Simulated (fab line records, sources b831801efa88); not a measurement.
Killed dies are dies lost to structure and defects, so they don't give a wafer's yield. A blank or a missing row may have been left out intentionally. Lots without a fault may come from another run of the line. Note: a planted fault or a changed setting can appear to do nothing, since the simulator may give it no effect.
Comparing a struck lot with a sound one	flow sky130	33 steps out of a route of 708
Sound: wafers L556.1, L556.4, L556.6. Struck: wafer L550.6 (L550.3, L550.5, from the same lot, were not struck and are left out); the cause is given at the end.
For every step that has rows: the tool of each side, followed by ch and its chambers, followed by its first start. Under that, the readings that differ: sound wafers	struck wafers	difference of the means	sigmas: that difference in standard deviations of wafers without a fault.
alike: readings whose means differ by less than 2 such deviations, and words and numbers that are the same on both sides. not compared: withheld readings, readings that some wafer has no value for, bounds like >300 that may hide the same value, and numbers for which the record gives no deviation and whose values overlap.
Wherever a step has rows on one side only, a row that says differs or no value, or a row with sigmas, the two part there. Numbers that have no deviation but don't overlap get no sigmas and don't part them. A reading that every wafer of one side lacks parts them only if that side has two wafers or more.

first, 4 steps without rows for these wafers: SKY_LOCAL_INTERCONNECT_SOFTBAKE_07 (time 90 s); SKY_LOCAL_INTERCONNECT_EXPOSE_08 (exposes mask LI1M, target cd 170 nm); SKY_LOCAL_INTERCONNECT_PEB_09; SKY_LOCAL_INTERCONNECT_DEVELOP_10 (develop time 60 s).
SKY_LOCAL_INTERCONNECT_CD_MEAS_11: the cd target is 170 nm.
  sound on cd-sem-02 at day 36 22:58; struck on cd-sem-02 at day 34 14:04
reading	sound	struck	difference	sigmas
cd-nm (nm)	167.8 169.1 167.2	170.9	+2.9	+2
SKY_LOCAL_INTERCONNECT_OVL_MEAS_12:
  sound on overlay-02 at day 36 23:05; struck on overlay-01 at day 34 14:09
  alike: LOCAL_INTERCONNECT_OVL
SKY_LOCAL_INTERCONNECT_ETCH_13: etches BARC in N2/H2, stops on SiO2, time 45.9 s, target depth 60 nm.
  sound on rie-metal-04 ch 0,1, day 36 23:08; struck on rie-metal-03 ch 1, day 34 14:12
reading	sound	struck	difference	sigmas
throttle-valve-pct (%)	13.226 13.215 13.221	13.238	+0.017	+2
  alike: bias-w, drypump-motor-current-A, he-backside-leak-sccm, oes-product-au
  not compared: rf-hours-counter-h
SKY_LOCAL_INTERCONNECT_METAL_ETCH_14: etches TiN in Cl2/BCl3, stops on PSG, target depth 110 nm, time 31.4 s.
  sound on rie-metal-04 ch 0,1, day 36 23:11; struck on rie-metal-03 ch 1, day 34 14:16
  alike: bias-w, drypump-motor-current-A, he-backside-leak-sccm, oes-product-au, throttle-valve-pct
  not compared: rf-hours-counter-h
then, 4 steps without rows for these wafers: SKY_LOCAL_INTERCONNECT_STRIP_15 (strips in O2/N2); SKY_LOCAL_INTERCONNECT_STRIP_16 (strips in post etch residue remover, time 1200 s); SKY_LOCAL_INTERCONNECT_CLEAN_17 (cleans in IPA, time 180 s); SKY_LOCAL_INTERCONNECT_CLEAN_18 (cleans in O3/DIW).
SKY_CONTACT_CVD_00: deposits Si3N4, target thk 75 nm.
  sound on pecvd-04 ch 0,1, day 36 23:50; struck on pecvd-01 ch 1, day 34 14:56
reading	sound	struck	difference	sigmas
model.Si3N4_of_CONTACT_CVD_00.thk-nm (nm)	74.8 75.31 75.74	80.19	+4.91	
  alike: heater-power-w
SKY_CONTACT_THK_MEAS_01:
  sound on film-metro-04 at day 36 23:52; struck on film-metro-03 at day 34 14:59
reading	sound	struck	difference	sigmas
CONTACT_CVD_00_THK (nm)	74.8 75.3 75.7	80.1	+4.8	+5
then, 1 step without rows for these wafers: SKY_CONTACT_HDPCVD_02 (deposits SiO2, target thk 565 nm, time 94.2 s).
SKY_CONTACT_THK_MEAS_03:
  sound on film-metro-03 at day 37 00:00; struck on film-metro-01 at day 34 15:07
  alike: CONTACT_HDPCVD_THK
then, 1 step without rows for these wafers: SKY_CONTACT_CMP_04 (polishes SiO2).
SKY_CONTACT_BOW_MEAS_05:
  sound on film-metro-04 at day 37 00:22; struck on film-metro-03 at day 34 15:30
  alike: CONTACT_BOW
then, 8 steps without rows for these wafers: SKY_CONTACT_DEHYDRATE_06 (time 60 s); SKY_CONTACT_HMDS_07 (prime time 60 s); SKY_CONTACT_COAT_08 (resist thk 60 nm); SKY_CONTACT_COAT_09 (resist thk 450 nm); SKY_CONTACT_SOFTBAKE_10 (time 90 s); SKY_CONTACT_EXPOSE_11 (exposes mask CTM1, target cd 170 nm); SKY_CONTACT_PEB_12; SKY_CONTACT_DEVELOP_13 (develop time 60 s).
SKY_CONTACT_CD_MEAS_14: the cd target is 170 nm.
  sound on cd-sem-01 at day 38 02:40; struck on cd-sem-01 at day 35 18:23
reading	sound	struck	difference	sigmas
cd-nm (nm)	171.5 172.8 172.9	168.6	-3.8	-2
SKY_CONTACT_OVL_MEAS_15:
  sound on overlay-02 at day 38 02:47; struck on overlay-01 at day 35 18:28
  alike: CONTACT_OVL
SKY_CONTACT_ETCH_16: etches BARC in N2/H2, stops on SiO2, time 45.9 s, target depth 60 nm.
  sound on rie-diel-02 ch 2,3, day 38 02:50; struck on rie-diel-03 ch 0, day 35 18:29
reading	sound	struck	difference	sigmas
oes-product-au (a.u.)	0.858 0.860 0.866	0.844	-0.017	-4
  alike: bias-w, drypump-motor-current-A, throttle-valve-pct
  not compared: rf-hours-counter-h
SKY_CONTACT_ETCH_17: etches SiO2 in C4F8/O2/Ar, stops on Si3N4, target depth 340 nm.
  sound on rie-diel-02 ch 2,3, day 38 02:52; struck on rie-diel-03 ch 0, day 35 18:32
reading	sound	struck	difference	sigmas
oes-product-au (a.u.)	0.887 0.881 0.887	0.902	+0.017	+3
  alike: bias-w
SKY_CONTACT_ETCH_18: etches Si3N4 in CHF3/O2, stops on TiN, time 39 s, target depth 75 nm.
  sound on rie-diel-02 ch 2,3; struck on rie-diel-03 ch 0
reading	sound	struck	difference	sigmas
oes-product-au (a.u.)	0.858 0.858 0.866	0.887	+0.026	+4
model.etch.depth-nm (nm)	74.8 75.31 75.74	80.19	+4.91	
  alike: bias-w, drypump-motor-current-A, throttle-valve-pct
  not compared: rf-hours-counter-h
SKY_CONTACT_STRIP_19: strips in O2/N2.
  sound on plasma-asher-02 ch 0,1, day 38 02:58; struck on plasma-asher-03 ch 0, day 35 18:40
reading	sound	struck	difference	sigmas
drypump-motor-current-A (A)	6.3 6.4 6.3	5.0	-1.3	-2
  alike: o2-flow-sccm, oes-product-au, strip-time-to-endpoint-s
  not compared: rf-hours-counter-h
-- the record jumps here: 13 days lie between the struck wafers' starts before and after (it left off in module CONTACT and takes up again in module PAD_OPEN, whose first step shown is number 708 of the route) --
SKY_PAD_OPEN_PROBE_99:
  sound on prober-01 at day 50 13:37; struck on prober-01 at day 48 23:14
  alike: killed_at_M0_to_M3, killed_at_M4_up, killed-at-contacts, killed-at-front-end, killed-at-other, killed-dies, killed-open, killed-short

WHERE THEY PART
At SKY_LOCAL_INTERCONNECT_CD_MEAS_11 first; at SKY_CONTACT_STRIP_19 last (within this record only). Later steps at which nothing parts them and some readings are alike: SKY_PAD_OPEN_PROBE_99.

WHY: what had been put in by the simulator
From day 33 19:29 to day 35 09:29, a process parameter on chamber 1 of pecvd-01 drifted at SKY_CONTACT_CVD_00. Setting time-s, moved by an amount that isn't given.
